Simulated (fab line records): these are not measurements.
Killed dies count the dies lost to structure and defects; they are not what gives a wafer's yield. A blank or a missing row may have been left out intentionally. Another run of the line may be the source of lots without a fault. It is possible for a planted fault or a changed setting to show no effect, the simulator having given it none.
fab line records	flow sky130
[record] lots = 6	wafers = 18	last-day = 50
route steps=708 shown CONTACT@413 METAL1@434 PAD_OPEN@708
lots untouched by any fault: they come from a run of this same line in which no faults occurred
start-h: start of the lot's first displayed wafer, in hours after the record's first day	wait-h: how many hours have passed since the lot's step before this one	" repeats the value in the row above	L1.1+2: one row covering several wafers at once	- value missing, or start not given	* or withheld: withheld	< > ~ a bound
route shown NAME@n: names a module that has steps shown in the file, with the first one's number in the route	usual: mean/standard deviation of fault-free wafers	same: alike in all rows	chamber/n: place in a boat	sites: per-site readings	_std_site: standard deviation across them	_edge_site: mean of outer sites minus mean of inner sites	radius-mm: for every site, how far away it sits from the centre of the wafer	mask NAME#n: copy n	behind: the most recent tool/chamber to have shaped the wafer	hold: what put the lot on hold/how long, in hours/how the hold closed	device: the n, p or np transistor that did not switch	end of line: the tests these same wafers got at the end of their route	step lacking rows: just its recipe	killed: not the wafer's yield, but the dies lost to structure and defects at the first sort	map: per-die view of a wafer (x killed, . not killed, _ where there is no die)
set.NAME: the run value of the setting; set.NAME@STEP: its run value at that earlier step	model.NAME: the simulator's own value behind a step, which no gauge read
lots seen at some steps along the route; tables by step, rows by wafer
services: from which hour (start-h, from the record's first day; less than 0 if before it) a tool's chamber was out of use, for how many hours, and why
[[steps]]
[step SKY_CONTACT_HMDS_07]
[recipe] prime-time-s = 60	prime-temp-c = 120
[step SKY_CONTACT_COAT_08]
[recipe] resist = BARC	temp-c = withheld	time-s = withheld	spin-rpm = 3000	resist-thk-nm = 60
[step SKY_CONTACT_COAT_09]
[recipe] resist = KrF-thick	spin-rpm = 3000	resist-thk-nm = 450
[step SKY_CONTACT_SOFTBAKE_10]
[recipe] temp-c = 100	time-s = 90	resist = KrF-thick
[step SKY_CONTACT_EXPOSE_11]
[recipe] mask-id = CTM1	na = 0.8	source-shape = annular	sigma-inner = 0.55	sigma-outer = 0.85	target-cd-nm = 170	dose-mj = 38
[step SKY_CONTACT_PEB_12]
[recipe] peb-temp-c = withheld	peb-time-s = withheld	resist = KrF-thick
[step SKY_CONTACT_DEVELOP_13]
[recipe] develop-time-s = 60	resist = KrF-thick	dev-temp-c = 21
[step SKY_CONTACT_CD_MEAS_14]
[recipe] target-cd-nm = 170
[usual] cd-nm = 169.5/1.6
lot.wafer	tool	chamber	start-h	wait-h	cd-nm
L284.2	cd-sem-02	-	763.48	-	167.6
L284.4	"	-	"	"	167.9
L284.5	"	-	"	"	168.6
L292.2	cd-sem-01	-	833.20	-	169.8
L292.5	"	-	"	"	168.4
L292.6	"	-	"	"	169.0
L294.2	cd-sem-02	-	850.28	-	169.7
L294.4	"	-	"	"	170.5
L294.5	"	-	"	"	169.7
L299.1	cd-sem-01	-	890.95	-	168.9
L299.4	"	-	"	"	169.7
L299.6	"	-	"	"	172.0
L300.2	cd-sem-01	-	901.43	-	169.7
L300.3	"	-	"	"	170.2
L300.6	"	-	"	"	169.5
L303.2	cd-sem-01	-	911.62	-	170.3
L303.3	"	-	"	"	169.8
L303.6	"	-	"	"	171.4
[step SKY_CONTACT_OVL_MEAS_15]
[usual] CONTACT_OVL = 1/4.2
lot.wafer	tool	chamber	start-h	wait-h	CONTACT_OVL[nm]
L284.2	overlay-01	-	763.58	0.1	3
L284.4	"	-	"	"	2
L284.5	"	-	"	"	5
L292.2	overlay-02	-	833.30	0.1	9
L292.5	"	-	"	"	5
L292.6	"	-	"	"	4
L294.2	overlay-01	-	850.38	0.1	1
L294.4	"	-	"	"	3
L294.5	"	-	"	"	3
L299.1	overlay-01	-	891.07	0.1	0
L299.4	"	-	"	"	10
L299.6	"	-	"	"	0
L300.2	overlay-02	-	901.53	0.1	-1
L300.3	"	-	"	"	0
L300.6	"	-	"	"	6
L303.2	overlay-02	-	911.73	0.1	8
L303.3	"	-	"	"	2
L303.6	"	-	"	"	-1
[step SKY_CONTACT_ETCH_16]
[recipe] chemistry = N2/H2	target = BARC	ion-energy-ev = 200	source-w = 500	bias-w = 100	pressure-mtorr = 30	n2-flow-sccm = 100	h2-flow-sccm = 200	stop-on = SiO2	time-s = 45.9	target-depth-a = 600
[usual] drypump-motor-current-A = 5.7/0.41	oes-product-au = 0.855/0.0051	throttle-valve-pct = 13.224/0.0099
lot.wafer	tool	chamber	start-h	wait-h	drypump-motor-current-A	oes-product-au	rf-hours-counter-h	throttle-valve-pct
L284.2	rie-diel-02	3	763.61	0.0	6.3	0.853	1	13.205
L284.4	"	1	"	"	5.8	0.856	42	13.225
L284.5	"	3	"	"	6.3	0.849	-	13.236
L292.2	rie-diel-02	2	833.33	0.0	6.0	0.861	5	13.239
L292.5	"	3	"	"	6.3	0.847	-	13.231
L292.6	"	2	"	"	6.0	0.854	-	13.222
L294.2	rie-diel-03	1	850.41	0.0	5.2	0.856	12	13.241
L294.4	"	3	"	"	5.1	0.851	10	13.221
L294.5	"	1	"	"	5.2	0.855	-	13.219
L299.1	rie-diel-04	1	891.11	0.0	5.7	0.852	19	13.227
L299.4	"	0	"	"	5.5	0.850	8	13.230
L299.6	"	0	"	"	5.5	0.855	-	13.231
L300.2	rie-diel-03	3	901.56	0.0	5.1	0.853	11	13.213
L300.3	"	1	"	"	5.2	0.850	14	13.217
L300.6	"	0	"	"	5.6	0.864	-	13.232
L303.2	rie-diel-04	3	911.76	0.0	5.8	0.848	7	13.241
L303.3	"	1	"	"	5.8	0.858	20	13.239
L303.6	"	0	"	"	5.6	0.849	-	13.222
[step SKY_CONTACT_ETCH_17]
[recipe] target = SiO2	chemistry = C4F8/O2/Ar	stop-on = Si3N4	mask-material = KrF-thick	source-w = 1500	bias-w = 1200	pressure-mtorr = 40	c4f8-flow-sccm = withheld	O2_flow_sccm = 6	Ar_flow_sccm = 300	time-s = withheld	target-depth-a = 3400
[usual] oes-product-au = 0.892/0.0049
lot.wafer	tool	chamber	start-h	wait-h	oes-product-au
L284.2	rie-diel-02	3	763.65	0.0	0.886
L284.4	"	1	"	"	0.890
L284.5	"	3	"	"	0.883
L292.2	rie-diel-02	2	833.38	0.0	0.896
L292.5	"	3	"	"	0.895
L292.6	"	2	"	"	0.893
L294.2	rie-diel-03	1	850.45	0.0	0.891
L294.4	"	3	"	"	0.882
L294.5	"	1	"	"	0.889
L299.1	rie-diel-04	1	891.15	0.0	0.888
L299.4	"	0	"	"	0.899
L299.6	"	0	"	"	0.892
L300.2	rie-diel-03	3	901.61	0.0	0.896
L300.3	"	1	"	"	0.894
L300.6	"	0	"	"	0.890
L303.2	rie-diel-04	3	911.80	0.0	0.884
L303.3	"	1	"	"	0.889
L303.6	"	0	"	"	0.889
[step SKY_CONTACT_ETCH_18]
[recipe] target = Si3N4	chemistry = CHF3/O2	stop-on = TiN	source-w = 600	bias-w = 200	pressure-mtorr = 40	chf3-flow-sccm = 50	O2_flow_sccm = 5	time-s = 39	target-depth-a = 750
[usual] drypump-motor-current-A = 5.7/0.4	oes-product-au = 0.856/0.0077	throttle-valve-pct = 8.795/0.0088
lot.wafer	tool	chamber	start-h	wait-h	drypump-motor-current-A	oes-product-au	rf-hours-counter-h	throttle-valve-pct
L284.2	rie-diel-02	3	-	-	6.3	0.848	1	8.793
L284.4	"	1	"	"	5.9	0.865	42	8.799
L284.5	"	3	"	"	6.3	0.865	-	8.814
L292.2	rie-diel-02	2	-	-	6.0	0.844	5	8.804
L292.5	"	3	"	"	6.3	0.862	-	8.802
L292.6	"	2	"	"	6.0	0.858	-	8.805
L294.2	rie-diel-03	1	-	-	5.2	0.862	13	8.783
L294.4	"	3	"	"	5.1	0.857	10	8.799
L294.5	"	1	"	"	5.2	0.846	-	8.784
L299.1	rie-diel-04	1	-	-	5.7	0.860	19	8.794
L299.4	"	0	"	"	5.5	0.869	8	8.788
L299.6	"	0	"	"	5.5	0.864	-	8.801
L300.2	rie-diel-03	3	-	-	5.1	0.850	11	8.787
L300.3	"	1	"	"	5.2	0.862	14	8.803
L300.6	"	0	"	"	5.6	0.867	-	8.794
L303.2	rie-diel-04	3	-	-	5.8	0.848	7	8.797
L303.3	"	1	"	"	5.8	0.865	20	8.792
L303.6	"	0	"	"	5.6	0.848	-	8.791
[step SKY_CONTACT_STRIP_19]
[recipe] chemistry = O2/N2	power-w = 1400	pressure-mtorr = 1500	platen-temp-c = withheld	o2-flow-sccm = 3000	n2-flow-sccm = 300	overash-fraction = 0.5
[usual] drypump-motor-current-A = 5.7/0.51	o2-flow-sccm = 2998/8.5	oes-product-au = 0.381/0.0043	strip-time-to-endpoint-s = 3.632/0.029
lot.wafer	tool	chamber	start-h	wait-h	drypump-motor-current-A	o2-flow-sccm	oes-product-au	rf-hours-counter-h	strip-time-to-endpoint-s
L284.2	plasma-asher-04	1	763.74	-	5.5	2995	0.383	65	3.583
L284.4	"	1	"	"	5.5	2994	0.380	-	3.583
L284.5	"	0	"	"	6.6	2985	0.386	-	3.596
L292.2	plasma-asher-04	1	833.47	-	5.5	2989	0.381	72	3.668
L292.5	"	0	"	"	6.6	2982	0.393	-	3.653
L292.6	"	1	"	"	5.5	2988	0.380	-	3.649
L294.2	plasma-asher-04	0	850.55	-	6.6	3003	0.383	73	3.653
L294.4	"	0	"	"	6.6	3009	0.374	-	3.597
L294.5	"	0	"	"	6.6	3004	0.385	-	3.646
L299.1	plasma-asher-03	1	891.24	-	5.2	2986	0.381	14	3.626
L299.4	"	0	"	"	5.3	3001	0.382	-	3.610
L299.6	"	0	"	"	5.3	2987	0.376	-	3.613
L300.2	plasma-asher-03	0	901.70	-	5.3	3000	0.384	15	3.608
L300.3	"	1	"	"	5.2	3008	0.382	-	3.688
L300.6	"	0	"	"	5.3	2998	0.382	-	3.630
L303.2	plasma-asher-01	1	911.89	-	5.7	3002	0.391	48	3.662
L303.3	"	0	"	"	6.1	3009	0.388	-	3.675
L303.6	"	1	"	"	5.7	3011	0.387	-	3.625
[step SKY_CONTACT_STRIP_20]
[recipe] chemistry = post-etch-residue-remover	time-s = 1200	temp-c = 72.5
[step SKY_CONTACT_CLEAN_21]
[recipe] chemistry = IPA	time-s = 180	temp-c = 25
[step SKY_CONTACT_CLEAN_22]
[recipe] chemistry = O3/DIW	dry = n2-spin
[step SKY_CONTACT_SPUTTER_23]
[recipe] material = TiN	target-thk-nm = 20	chamber-pressure-pa = 5	power-w = 4000	time-s = 80
[usual] cathode-dc-power-W = 4000.0/0.72	throttle-valve-pct = 29.7/1.4
lot.wafer	tool	chamber	start-h	wait-h	cathode-dc-power-W	throttle-valve-pct
L284.2	pvd-sputter-04	-	764.37	0.0	3999.5	29.4
L284.4	"	-	"	"	4000.7	30.9
L284.5	"	-	"	"	3999.0	27.7
L292.2	pvd-sputter-04	-	834.41	0.0	4001.0	31.0
L292.5	"	-	"	"	4000.6	29.5
L292.6	"	-	"	"	4000.3	30.6
L294.2	pvd-sputter-02	-	851.20	0.0	4001.8	29.7
L294.4	"	-	"	"	3999.6	27.5
L294.5	"	-	"	"	4000.9	29.6
L299.1	pvd-sputter-01	-	891.83	0.0	3999.8	30.1
L299.4	"	-	"	"	3998.9	28.1
L299.6	"	-	"	"	3999.9	30.0
L300.2	pvd-sputter-02	-	902.30	0.0	4000.4	30.9
L300.3	"	-	"	"	4001.2	29.6
L300.6	"	-	"	"	4000.3	29.9
L303.2	pvd-sputter-02	-	912.51	0.0	4000.9	30.0
L303.3	"	-	"	"	4000.7	31.0
L303.6	"	-	"	"	3999.7	29.3
[step SKY_CONTACT_CVD_24]
[recipe] material = W	target-thk-nm = 340	time-s = 102.12	temp-c = 400	pressure-torr = 40
[step SKY_CONTACT_RS_MEAS_25]
[recipe] thk-meas-gauge = four-point-probe	reads = W_of_CONTACT_CVD_24+TiN_of_CONTACT_SPUTTER_23
[usual] CONTACT_W_RS = 0.339/0.0051
lot.wafer	tool	chamber	start-h	wait-h	CONTACT_W_RS[ohm/sq]
L284.2	film-metro-02	-	764.56	0.1	0.340
L284.4	"	-	"	"	0.339
L284.5	"	-	"	"	0.341
L292.2	film-metro-01	-	834.60	0.1	0.335
L292.5	"	-	"	"	0.338
L292.6	"	-	"	"	0.333
L294.2	film-metro-01	-	851.39	0.1	0.338
L294.4	"	-	"	"	0.341
L294.5	"	-	"	"	0.339
L299.1	film-metro-02	-	892.00	0.1	0.341
L299.4	"	-	"	"	0.344
L299.6	"	-	"	"	0.343
L300.2	film-metro-02	-	902.60	0.2	0.345
L300.3	"	-	"	"	0.342
L300.6	"	-	"	"	0.341
L303.2	film-metro-01	-	912.70	0.1	0.341
L303.3	"	-	"	"	0.342
L303.6	"	-	"	"	0.339
[step SKY_CONTACT_THK_MEAS_26]
[recipe] thk-meas-gauge = xrf	reads = W_of_CONTACT_CVD_24
[usual] CONTACT_W_THK = 346/6.6
lot.wafer	tool	chamber	start-h	wait-h	CONTACT_W_THK[nm]
L284.2	film-metro-02	-	764.67	0.1	352
L284.4	"	-	"	"	353
L284.5	"	-	"	"	352
L292.2	film-metro-01	-	834.71	0.1	342
L292.5	"	-	"	"	340
L292.6	"	-	"	"	343
L294.2	film-metro-01	-	851.50	0.1	341
L294.4	"	-	"	"	337
L294.5	"	-	"	"	340
L299.1	film-metro-02	-	892.12	0.1	349
L299.4	"	-	"	"	348
L299.6	"	-	"	"	347
L300.2	film-metro-02	-	902.71	0.1	347
L300.3	"	-	"	"	346
L300.6	"	-	"	"	349
L303.2	film-metro-01	-	912.81	0.1	339
L303.3	"	-	"	"	338
L303.6	"	-	"	"	341
[step SKY_CONTACT_CMP_27]
[recipe] stop-on = SiO2	t-overpolish-s = 15	down-force-psi = 3.5	platen-rpm = 60	target-thk-nm = 0	pad-velocity-m-s = 0.94248
[step SKY_METAL1_SPUTTER_00]
[recipe] material = Ti	target-thk-nm = 15	power-w = 3000	time-s = 10	chamber-pressure-pa = 0.4
[step SKY_METAL1_SPUTTER_01]
[recipe] material = TiN	target-thk-nm = 20	power-w = 6500	time-s = 16.7	chamber-pressure-pa = 0.4
[step SKY_METAL1_SPUTTER_02]
[recipe] material = AlCu	target-thk-nm = 250	power-w = 10600	time-s = 13.3	chamber-pressure-pa = 0.4
[step SKY_METAL1_SPUTTER_03]
[recipe] material = Ti	target-thk-nm = 5	power-w = 3000	time-s = 3.3	chamber-pressure-pa = 0.4
[step SKY_METAL1_SPUTTER_04]
[recipe] material = TiN	target-thk-nm = 70	power-w = 6500	time-s = 58.3	chamber-pressure-pa = 0.4
[step SKY_METAL1_RS_MEAS_05]
[recipe] thk-meas-gauge = four-point-probe	reads = TiN_of_METAL1_SPUTTER_04+Ti_of_METAL1_SPUTTER_03+AlCu_of_METAL1_SPUTTER_02+TiN_of_METAL1_SPUTTER_01+Ti_of_METAL1_SPUTTER_00
[usual] METAL1_ALCU_RS = 0.1267/0.0014
lot.wafer	tool	chamber	start-h	wait-h	METAL1_ALCU_RS[ohm/sq]
L284.2	film-metro-03	-	765.18	0.0	0.1284
L284.4	"	-	"	"	0.1287
L284.5	"	-	"	"	0.1272
L292.2	film-metro-03	-	835.22	0.0	0.1242
L292.5	"	-	"	"	0.1250
L292.6	"	-	"	"	0.1269
L294.2	film-metro-04	-	852.01	0.0	0.1274
L294.4	"	-	"	"	0.1284
L294.5	"	-	"	"	0.1274
L299.1	film-metro-03	-	892.62	0.0	0.1259
L299.4	"	-	"	"	0.1288
L299.6	"	-	"	"	0.1266
L300.2	film-metro-03	-	903.22	0.0	0.1258
L300.3	"	-	"	"	0.1262
L300.6	"	-	"	"	0.1249
L303.2	film-metro-04	-	913.32	0.0	0.1265
L303.3	"	-	"	"	0.1278
L303.6	"	-	"	"	0.1300
[step SKY_METAL1_THK_MEAS_06]
[recipe] thk-meas-gauge = xrf	reads = AlCu_of_METAL1_SPUTTER_02
[usual] METAL1_ALCU_THK = 250.0/2.8
lot.wafer	tool	chamber	start-h	wait-h	METAL1_ALCU_THK[nm]
L284.2	film-metro-03	-	765.29	0.1	247.8
L284.4	"	-	"	"	247.7
L284.5	"	-	"	"	248.8
L292.2	film-metro-03	-	835.33	0.1	254.6
L292.5	"	-	"	"	252.3
L292.6	"	-	"	"	247.7
L294.2	film-metro-04	-	852.12	0.1	250.6
L294.4	"	-	"	"	248.0
L294.5	"	-	"	"	249.1
L299.1	film-metro-03	-	892.74	0.1	251.3
L299.4	"	-	"	"	246.1
L299.6	"	-	"	"	251.3
L300.2	film-metro-03	-	903.33	0.1	250.7
L300.3	"	-	"	"	251.7
L300.6	"	-	"	"	253.4
L303.2	film-metro-04	-	913.43	0.1	250.3
L303.3	"	-	"	"	247.7
L303.6	"	-	"	"	244.3
[step SKY_METAL1_DEHYDRATE_07]
[recipe] temp-c = 200	time-s = 60
[step SKY_METAL1_HMDS_08]
[recipe] prime-time-s = 60	prime-temp-c = 120
[step SKY_METAL1_COAT_09]
[recipe] resist = BARC	temp-c = withheld	time-s = withheld	spin-rpm = 3000	resist-thk-nm = 60
[step SKY_METAL1_COAT_10]
[recipe] resist = KrF-thick	spin-rpm = 3000	resist-thk-nm = 450
[step SKY_METAL1_SOFTBAKE_11]
[recipe] temp-c = 100	time-s = 90	resist = KrF-thick
[step SKY_METAL1_EXPOSE_12]
[recipe] mask-id = MM1	na = 0.8	source-shape = annular	sigma-inner = 0.55	sigma-outer = 0.85	target-cd-nm = 140	dose-mj = 28
[step SKY_METAL1_PEB_13]
[recipe] peb-temp-c = withheld	peb-time-s = withheld	resist = KrF-thick
[step SKY_METAL1_DEVELOP_14]
[recipe] develop-time-s = 60	resist = KrF-thick	dev-temp-c = 21
[step SKY_METAL1_CD_MEAS_15]
[recipe] target-cd-nm = 140
[usual] cd-nm = 140.2/1.5
lot.wafer	tool	chamber	start-h	wait-h	cd-nm
L284.2	cd-sem-01	-	792.07	-	137.8
L284.4	"	-	"	"	138.4
L284.5	"	-	"	"	138.4
L292.2	cd-sem-01	-	860.96	-	140.8
L292.5	"	-	"	"	142.1
L292.6	"	-	"	"	140.3
L294.2	cd-sem-01	-	878.76	-	139.7
L294.4	"	-	"	"	141.4
L294.5	"	-	"	"	139.5
L299.1	cd-sem-02	-	918.14	-	139.6
L299.4	"	-	"	"	138.8
L299.6	"	-	"	"	139.9
L300.2	cd-sem-01	-	928.30	-	140.1
L300.3	"	-	"	"	139.8
L300.6	"	-	"	"	138.6
L303.2	cd-sem-01	-	938.75	-	143.1
L303.3	"	-	"	"	141.1
L303.6	"	-	"	"	142.7
[step SKY_METAL1_OVL_MEAS_16]
[usual] METAL1_OVL = 1/5.4
lot.wafer	tool	chamber	start-h	wait-h	METAL1_OVL[nm]
L284.2	overlay-02	-	792.18	0.1	4
L284.4	"	-	"	"	-2
L284.5	"	-	"	"	6
L292.2	overlay-01	-	861.06	0.1	-8
L292.5	"	-	"	"	4
L292.6	"	-	"	"	-1
L294.2	overlay-02	-	878.86	0.1	-2
L294.4	"	-	"	"	2
L294.5	"	-	"	"	-3
L299.1	overlay-01	-	918.26	0.1	-5
L299.4	"	-	"	"	-9
L299.6	"	-	"	"	-11
L300.2	overlay-01	-	928.40	0.1	12
L300.3	"	-	"	"	11
L300.6	"	-	"	"	10
L303.2	overlay-01	-	938.85	0.1	-2
L303.3	"	-	"	"	-9
L303.6	"	-	"	"	-1
[step SKY_METAL1_DESCUM_17]
[recipe] chemistry = O2	source-power-w = 150	bias-power-w = 0	pressure-mtorr = 10	temp-c = 40	time-s = 8
[step SKY_METAL1_ETCH_18]
[recipe] chemistry = N2/H2	target = BARC	ion-energy-ev = 200	bias-w = 100	pressure-mtorr = 30	n2-flow-sccm = 100	h2-flow-sccm = 200	icp-w = 500	stop-on = SiO2	time-s = 45.9	target-depth-a = 600
[step SKY_METAL1_METAL_ETCH_19]
[recipe] target-depth-a = 3600	stop-on = SiO2	over-etch-frac = 0.3	time-s = 78	chemistry = Cl2/BCl3	resist-sidewall-deg = 88	pressure-mtorr = 10	icp-w = 900	bias-w = 48.5	Cl2_flow_sccm = 60	bcl3-flow-sccm = 30
[step SKY_METAL1_STRIP_20]
[recipe] chemistry = O2/N2	power-w = 1400	pressure-mtorr = 1500	platen-temp-c = withheld	o2-flow-sccm = 3000	n2-flow-sccm = 300	overash-fraction = 0.5
[usual] drypump-motor-current-A = 5.9/0.54	o2-flow-sccm = 3000/8.7	oes-product-au = 0.343/0.0052	strip-time-to-endpoint-s = 2.68/0.042
lot.wafer	tool	chamber	start-h	wait-h	drypump-motor-current-A	o2-flow-sccm	oes-product-au	rf-hours-counter-h	strip-time-to-endpoint-s
L284.2	plasma-asher-04	0	792.39	0.1	6.6	3009	0.345	67	2.67
L284.4	"	1	"	"	5.5	3008	0.344	-	2.70
L284.5	"	1	"	"	5.5	2999	0.341	-	2.71
L292.2	plasma-asher-04	0	861.28	0.1	6.6	2991	0.339	74	2.68
L292.5	"	1	"	"	5.5	3005	0.353	-	2.68
L292.6	"	0	"	"	6.6	3001	0.342	-	2.66
L294.2	plasma-asher-01	1	879.08	0.1	5.7	3011	0.347	45	2.68
L294.4	"	0	"	"	6.1	3006	0.337	-	2.67
L294.5	"	1	"	"	5.7	3011	0.346	-	2.69
L299.1	plasma-asher-02	1	918.48	0.1	6.1	3001	0.341	111	2.71
L299.4	"	0	"	"	4.9	3012	0.344	-	2.67
L299.6	"	1	"	"	6.2	3009	0.354	-	2.68
L300.2	plasma-asher-04	0	928.62	0.1	6.6	3004	0.338	80	2.54
L300.3	"	1	"	"	5.5	2995	0.338	-	2.73
L300.6	"	0	"	"	6.6	2993	0.345	-	2.70
L303.2	plasma-asher-04	0	939.07	0.1	6.6	3001	0.339	81	2.57
L303.3	"	1	"	"	5.5	3000	0.343	-	2.67
L303.6	"	0	"	"	6.6	2989	0.339	-	2.56
[step SKY_PAD_OPEN_PROBE_99]
[usual] killed_at_M0_to_M3 = 43/6.7	killed_at_M4_up = 3.1/1.9	killed-at-contacts = 25/5	killed-at-front-end = 15/4	killed-at-other = 0.4/0.69	killed-dies = 87/9.2	killed-open = 46/7.1	killed-short = 40/6.8
[same] gross-dies = 492	killed-at-back-side = 0
lot.wafer	tool	chamber	start-h	wait-h	killed_at_M0_to_M3	killed_at_M4_up	killed-at-contacts	killed-at-front-end	killed-at-other	killed-dies	killed-open	killed-short
L292.2	prober-01	-	1152.53	0.1	29	6	27	18	3	83	46	34
L292.5	prober-01	-	1152.68	0.2	40	2	65	13	1	121	41	28
L292.6	prober-01	-	1152.73	0.2	39	5	23	23	1	91	50	40
L294.2	prober-02	-	1161.53	0.1	39	2	68	17	0	126	44	34
L294.4	prober-02	-	1161.63	0.2	39	3	74	14	1	131	33	48
L294.5	prober-02	-	1161.68	0.2	51	3	68	22	0	144	55	40
// killed by level:class
L292.2 CONTACT:geometric-particle:open=11 VIA1:geometric-particle:open=8 FIELD_ISO:geometric-particle:open=6 CONTACT:geometric-particle:short=5 METAL1:geometric-particle:short=5 POLY_GATE:geometric-particle:short=4 LI_CONTACT:geometric-particle:short=4 LI_CONTACT:geometric-particle:open=4
L292.5 CONTACT:unspecified=51 VIA2:geometric-particle:open=9 CONTACT:geometric-particle:open=7 VIA1:geometric-particle:open=7 METAL1:geometric-particle:short=6 METAL2:geometric-particle:short=5 FIELD_ISO:geometric-particle:open=3 LI_CONTACT:geometric-particle:short=3
L292.6 LI_CONTACT:geometric-particle:open=9 FIELD_ISO:geometric-particle:open=8 CONTACT:geometric-particle:open=7 POLY_GATE:geometric-particle:open=6 METAL1:geometric-particle:short=6 LI_CONTACT:geometric-particle:short=5 VIA3:geometric-particle:open=5 VIA3:geometric-particle:short=5
L294.2 CONTACT:unspecified=48 VIA1:geometric-particle:open=7 METAL1:geometric-particle:short=7 CONTACT:geometric-particle:open=7 VIA2:geometric-particle:open=7 VIA2:geometric-particle:short=6 FIELD_ISO:geometric-particle:open=5 LI_CONTACT:geometric-particle:open=5
L294.4 CONTACT:unspecified=49 METAL1:geometric-particle:short=11 CONTACT:geometric-particle:open=8 VIA1:geometric-particle:open=8 FIELD_ISO:geometric-particle:short=6 LOCAL_INTERCONNECT:geometric-particle:short=6 CONTACT:geometric-particle:short=6 VIA1:geometric-particle:short=5
L294.5 CONTACT:unspecified=49 VIA1:geometric-particle:open=14 FIELD_ISO:geometric-particle:open=8 CONTACT:geometric-particle:open=8 METAL1:geometric-particle:short=7 CONTACT:geometric-particle:short=6 VIA2:geometric-particle:open=6 VIA3:geometric-particle:short=5
// map L292.5 (x killed, . not)
__________..xx......_________
________..........x..._______
______....x....x......x._____
_____..x.............x..x____
____x.x........x..xx.x.xx.___
___...........x.....xxxxxxx__
__......xx.x....x..xxxxxxxxx_
_x................xx.xxxxxxxx
_...x..x...x..xxx.x.xxxxxx.xx
_....x..x..........xxxxxxxx..
_.....x.x.............xx..x..
_......xx......x....x.x.x....
_...........................x
_..x...x.........x.x........x
_....x.x.x..x...........x..x.
__..x.........x..........x.._
___x.......x............x..__
____x.x.x.........x.......___
_____xx...xx..........xx.____
______..x.xx..........x._____
________...xx........._______
__________...x.....x_________
// map L294.5 (x killed, . not)
__________..x.xx..x._________
________.x....xx...x.._______
______....xx..x....x..xx_____
_____............xx....xx____
____.x..........x...xxxxxx___
___...........x.x.x.xxxxxxx__
__...xx.x.x........xxxxxxxxx_
_xx......x.x....x.xxxxxxxxxx.
_.............xx.xx.xxxxxxx..
_..x..x......x......xxxxxxx.x
_.x.x..........x.....x..xx.x.
_................x......xx...
_.x..xx..x..x........x.x..xx.
_xx..........xx..............
_x.....x.x.x.................
__....x..x....x....xxx.....x_
___x..x.x........x.......x.__
____........x..x..xx......___
_____...x.x..x......xx...____
______x........x.xx.x..x_____
________.....x....x..._______
__________.xx......._________
[[services]]
tool	chamber	start-h	hours	kind
rie-diel-02	-	740.99	1.0	repair
rie-diel-03	3	742.55	10.2	repair
plasma-asher-03	0	742.75	-	clean
plasma-asher-03	-	745.64	1.0	repair
rie-diel-04	-	746.43	0.2	repair
rie-diel-04	3	751.60	4.7	repair
pvd-sputter-02	-	753.21	3.8	repair
rie-diel-02	1	770.84	-	clean
rie-diel-02	1	770.84	20.0	scheduled-down
rie-diel-02	1	770.84	20.0	vent-cycle
rie-diel-04	-	775.82	1.0	repair
plasma-asher-04	-	778.82	2.6	repair
pvd-sputter-02	-	783.89	2.0	repair
pvd-sputter-02	-	823.24	5.2	repair
plasma-asher-03	-	823.44	1.9	repair
pvd-sputter-04	-	850.35	2.1	repair
pvd-sputter-02	0	855.05	-	consumable-replace:kit
pvd-sputter-02	0	855.05	18.0	scheduled-down
pvd-sputter-02	0	855.05	18.0	vent-cycle
rie-diel-04	3	871.30	6.1	repair
plasma-asher-01	-	885.40	2.9	repair
rie-diel-02	-	901.91	0.5	repair
plasma-asher-04	-	905.75	9.4	repair
rie-diel-03	3	915.89	50.5	repair
[[key]]
[first-sign] step = SKY_PAD_OPEN_PROBE_99	reading = killed-at-contacts	direction = up	sigmas = 8.9	usual = 25	struck = 69
[effect] step = SKY_PAD_OPEN_PROBE_99	reading = killed-dies	direction = up	sigmas = 4.8	usual = 87	struck = 130
met-at SKY_CONTACT_STRIP_19
struck-wafers L292.5,L294.2,L294.4,L294.5
tester-left-out L292,L294
onset-between 763.74 833.47
[fault] kind = chamber-particle-source	tool = plasma-asher-04	chamber = 0	onset-h = 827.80	steps = SKY_CONTACT_STRIP_19	rate-per-visit-cm2 = 0.79958	end-h = 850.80
// tester-left-out: of these lots the tester's yield and bins aren't shown, on N5 and GAA mostly nor the transistor test; their killed dies are dies lost to structure and defects alone, not to doping, threshold or leakage, so they don't give the yield
